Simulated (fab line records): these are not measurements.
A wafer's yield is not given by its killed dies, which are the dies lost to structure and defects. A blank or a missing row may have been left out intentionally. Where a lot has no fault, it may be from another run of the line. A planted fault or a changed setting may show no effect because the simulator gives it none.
The tool behind it: which one? || flow gf180mcu || 24 lots with 72 wafers sampled at 2 steps, on a route of 602 steps

WHAT EACH GAUGE READ, for each wafer
GF_V2_OVL_MEAS_15. Usual: V2_OVL -1 nm, standard deviation 4.8.
{"lot": "L074", "measured": "day 20 12:19", "on": "overlay-01", "V2_OVL (nm)": "0 -2 -1", "flag": ""}
{"lot": "L075", "measured": "day 20 14:56", "on": "overlay-01", "V2_OVL (nm)": "1 -4 -3", "flag": ""}
{"lot": "L076", "measured": "day 21 01:05", "on": "overlay-01", "V2_OVL (nm)": "-8 -6 -9", "flag": ""}
{"lot": "L077", "measured": "day 21 08:59", "on": "overlay-02", "V2_OVL (nm)": "-1 -5 2", "flag": ""}
{"lot": "L078", "measured": "day 21 16:40", "on": "overlay-02", "V2_OVL (nm)": "5 -2 3", "flag": ""}
{"lot": "L079", "measured": "day 22 03:14", "on": "overlay-02", "V2_OVL (nm)": "-5 0 -2", "flag": ""}
{"lot": "L080", "measured": "day 22 12:49", "on": "overlay-01", "V2_OVL (nm)": "-2 -1 1", "flag": ""}
{"lot": "L081", "measured": "day 23 01:37", "on": "overlay-02", "V2_OVL (nm)": "-1 -4 5", "flag": ""}
{"lot": "L082", "measured": "day 23 09:01", "on": "overlay-02", "V2_OVL (nm)": "4 6 -4", "flag": ""}
{"lot": "L083", "measured": "day 23 18:10", "on": "overlay-02", "V2_OVL (nm)": "2 2 2", "flag": ""}
{"lot": "L084", "measured": "day 24 03:19", "on": "overlay-01", "V2_OVL (nm)": "-5 1 -8", "flag": ""}
{"lot": "L085", "measured": "day 24 07:02", "on": "overlay-01", "V2_OVL (nm)": "-5 0 -8", "flag": ""}
{"lot": "L086", "measured": "day 24 20:50", "on": "overlay-01", "V2_OVL (nm)": "0 0 3", "flag": ""}
{"lot": "L087", "measured": "day 24 22:05", "on": "overlay-02", "V2_OVL (nm)": "0 -7 0", "flag": ""}
{"lot": "L088", "measured": "day 25 23:25", "on": "overlay-01", "V2_OVL (nm)": "1 2 0", "flag": ""}
{"lot": "L090", "measured": "day 26 07:58", "on": "overlay-01", "V2_OVL (nm)": "-3 1 9", "flag": ""}
{"lot": "L089", "measured": "day 26 08:56", "on": "overlay-02", "V2_OVL (nm)": "0 -3 -3", "flag": ""}
{"lot": "L091", "measured": "day 26 11:13", "on": "overlay-02", "V2_OVL (nm)": "0 9 -1", "flag": ""}
{"lot": "L092", "measured": "day 26 13:44", "on": "overlay-02", "V2_OVL (nm)": "-9 -2 -4", "flag": ""}
{"lot": "L093", "measured": "day 26 20:01", "on": "overlay-01", "V2_OVL (nm)": "2 2 6", "flag": ""}
{"lot": "L094", "measured": "day 27 12:34", "on": "overlay-01", "V2_OVL (nm)": "0 -2 2", "flag": ""}
{"lot": "L095", "measured": "day 27 18:46", "on": "overlay-01", "V2_OVL (nm)": "-1 11 12", "flag": ""}
{"lot": "L096", "measured": "day 28 02:23", "on": "overlay-01", "V2_OVL (nm)": "7 4 13", "flag": ""}
{"lot": "L097", "measured": "day 28 10:52", "on": "overlay-02", "V2_OVL (nm)": "4 -3 -2", "flag": ""}

EACH LOT AND THE TOOL THAT RAN IT (in order: tool; ch and the chambers of the sampled wafers; start)
{"lot": "L074", "GF_CONTACT_ETCH_17": "rie_diel-04 ch 1,2,3, day 20 12:19 or earlier"}
{"lot": "L075", "GF_CONTACT_ETCH_17": "rie_diel-04 ch 0,2,3, day 20 14:56 or earlier"}
{"lot": "L076", "GF_CONTACT_ETCH_17": "rie_diel-03 ch 0,2,3, day 21 01:05 or earlier"}
{"lot": "L077", "GF_CONTACT_ETCH_17": "rie_diel-04 ch 0,2,3, day 21 08:59 or earlier"}
{"lot": "L078", "GF_CONTACT_ETCH_17": "rie_diel-04 ch 0,1,3, day 21 16:40 or earlier"}
{"lot": "L079", "GF_CONTACT_ETCH_17": "rie_diel-02 ch 0,2, day 22 03:14 or earlier"}
{"lot": "L080", "GF_CONTACT_ETCH_17": "rie_diel-02 ch 0,1,3, day 22 12:49 or earlier"}
{"lot": "L081", "GF_CONTACT_ETCH_17": "rie_diel-03 ch 0,1,2, day 23 01:37 or earlier"}
{"lot": "L082", "GF_CONTACT_ETCH_17": "rie_diel-04 ch 1,3, day 23 09:01 or earlier"}
{"lot": "L083", "GF_CONTACT_ETCH_17": "rie_diel-02 ch 1,2,3, day 23 18:10 or earlier"}
{"lot": "L084", "GF_CONTACT_ETCH_17": "rie_diel-02 ch 1,2,3, day 24 03:19 or earlier"}
{"lot": "L085", "GF_CONTACT_ETCH_17": "rie_diel-02 ch 1,3, day 24 07:02 or earlier"}
{"lot": "L086", "GF_CONTACT_ETCH_17": "rie_diel-02 ch 1,3, day 24 20:50 or earlier"}
{"lot": "L087", "GF_CONTACT_ETCH_17": "rie_diel-03 ch 0,1,3, day 24 22:05 or earlier"}
{"lot": "L088", "GF_CONTACT_ETCH_17": "rie_diel-02 ch 1,3, day 25 23:25 or earlier"}
{"lot": "L090", "GF_CONTACT_ETCH_17": "rie_diel-03 ch 0,1,3, day 26 07:58 or earlier"}
{"lot": "L089", "GF_CONTACT_ETCH_17": "rie_diel-04 ch 0,2, day 26 08:56 or earlier"}
{"lot": "L091", "GF_CONTACT_ETCH_17": "rie_diel-03 ch 0,1,3, day 26 11:13 or earlier"}
{"lot": "L092", "GF_CONTACT_ETCH_17": "rie_diel-04 ch 1,2,3, day 26 13:44 or earlier"}
{"lot": "L093", "GF_CONTACT_ETCH_17": "rie_diel-02 ch 0,1, day 26 20:01 or earlier"}
{"lot": "L094", "GF_CONTACT_ETCH_17": "rie_diel-03 ch 0,1,2, day 27 12:34 or earlier"}
{"lot": "L095", "GF_CONTACT_ETCH_17": "rie_diel-04 ch 0,1,2, day 27 18:46 or earlier"}
{"lot": "L096", "GF_CONTACT_ETCH_17": "rie_diel-03 ch 1,2,3, day 28 02:23 or earlier"}
{"lot": "L097", "GF_CONTACT_ETCH_17": "rie_diel-04 ch 1,2,3, day 28 10:52 or earlier"}
- GF_CONTACT_ETCH_17: etches SiO2 in C4F8/O2/Ar, stops on CoSi2, target depth 860 nm.

WHAT THE TOOLS THEMSELVES READ (means of the sampled wafers that have a number; where no wafer has one, the mark that the record gives instead)
GF_CONTACT_ETCH_17. Usual: oes_product_au 0.814 a.u., standard deviation 0.0051; rf_fwd_power_W 1495 W, standard deviation 5.
{"lot": "L074", "tool": "rie_diel-04", "oes_product_au (a.u.)": 0.810, "rf_fwd_power_W (W)": 1492, "flag": ""}
{"lot": "L075", "tool": "rie_diel-04", "oes_product_au (a.u.)": 0.812, "rf_fwd_power_W (W)": 1489, "flag": ""}
{"lot": "L076", "tool": "rie_diel-03", "oes_product_au (a.u.)": 0.813, "rf_fwd_power_W (W)": 1488, "flag": ""}
{"lot": "L077", "tool": "rie_diel-04", "oes_product_au (a.u.)": 0.814, "rf_fwd_power_W (W)": 1496, "flag": ""}
{"lot": "L078", "tool": "rie_diel-04", "oes_product_au (a.u.)": 0.813, "rf_fwd_power_W (W)": 1489, "flag": ""}
{"lot": "L079", "tool": "rie_diel-02", "oes_product_au (a.u.)": 0.811, "rf_fwd_power_W (W)": 1497, "flag": ""}
{"lot": "L080", "tool": "rie_diel-02", "oes_product_au (a.u.)": 0.812, "rf_fwd_power_W (W)": 1500, "flag": ""}
{"lot": "L081", "tool": "rie_diel-03", "oes_product_au (a.u.)": 0.819, "rf_fwd_power_W (W)": 1496, "flag": ""}
{"lot": "L082", "tool": "rie_diel-04", "oes_product_au (a.u.)": 0.817, "rf_fwd_power_W (W)": 1492, "flag": ""}
{"lot": "L083", "tool": "rie_diel-02", "oes_product_au (a.u.)": 0.812, "rf_fwd_power_W (W)": 1494, "flag": ""}
{"lot": "L084", "tool": "rie_diel-02", "oes_product_au (a.u.)": 0.815, "rf_fwd_power_W (W)": 1497, "flag": ""}
{"lot": "L085", "tool": "rie_diel-02", "oes_product_au (a.u.)": 0.813, "rf_fwd_power_W (W)": 1501, "flag": ""}
{"lot": "L086", "tool": "rie_diel-02", "oes_product_au (a.u.)": 0.816, "rf_fwd_power_W (W)": 1495, "flag": ""}
{"lot": "L087", "tool": "rie_diel-03", "oes_product_au (a.u.)": 0.810, "rf_fwd_power_W (W)": 1498, "flag": ""}
{"lot": "L088", "tool": "rie_diel-02", "oes_product_au (a.u.)": 0.815, "rf_fwd_power_W (W)": 1497, "flag": ""}
{"lot": "L090", "tool": "rie_diel-03", "oes_product_au (a.u.)": 0.819, "rf_fwd_power_W (W)": 1497, "flag": ""}
{"lot": "L089", "tool": "rie_diel-04", "oes_product_au (a.u.)": 0.811, "rf_fwd_power_W (W)": 1494, "flag": ""}
{"lot": "L091", "tool": "rie_diel-03", "oes_product_au (a.u.)": 0.813, "rf_fwd_power_W (W)": 1493, "flag": ""}
{"lot": "L092", "tool": "rie_diel-04", "oes_product_au (a.u.)": 0.806, "rf_fwd_power_W (W)": 1495, "flag": ""}
{"lot": "L093", "tool": "rie_diel-02", "oes_product_au (a.u.)": 0.813, "rf_fwd_power_W (W)": 1498, "flag": ""}
{"lot": "L094", "tool": "rie_diel-03", "oes_product_au (a.u.)": 0.814, "rf_fwd_power_W (W)": 1493, "flag": ""}
{"lot": "L095", "tool": "rie_diel-04", "oes_product_au (a.u.)": 0.816, "rf_fwd_power_W (W)": 1494, "flag": ""}
{"lot": "L096", "tool": "rie_diel-03", "oes_product_au (a.u.)": 0.813, "rf_fwd_power_W (W)": 1495, "flag": ""}
{"lot": "L097", "tool": "rie_diel-04", "oes_product_au (a.u.)": 0.816, "rf_fwd_power_W (W)": 1496, "flag": ""}

THE ANSWER, worked out from the rows above alone
Rule: a lot counts as off when the mean over its wafers that have a number is more than 3 standard deviations away from the usual mean. Also off: a lot with no number at a reading for which 4 or more lots have one. The other lots that the step has rows for count as sound. Order of review: gauges by route order, followed by the tools' own readings, for which a lot's mean as printed above is used. At the first step where some lot is off, the reading lying furthest off is the one used; lots without a number count as furthest.
Across all readings shown, no lot is off: no conclusion can be drawn from this.

WHAT THE SIMULATOR HAD PUT IN
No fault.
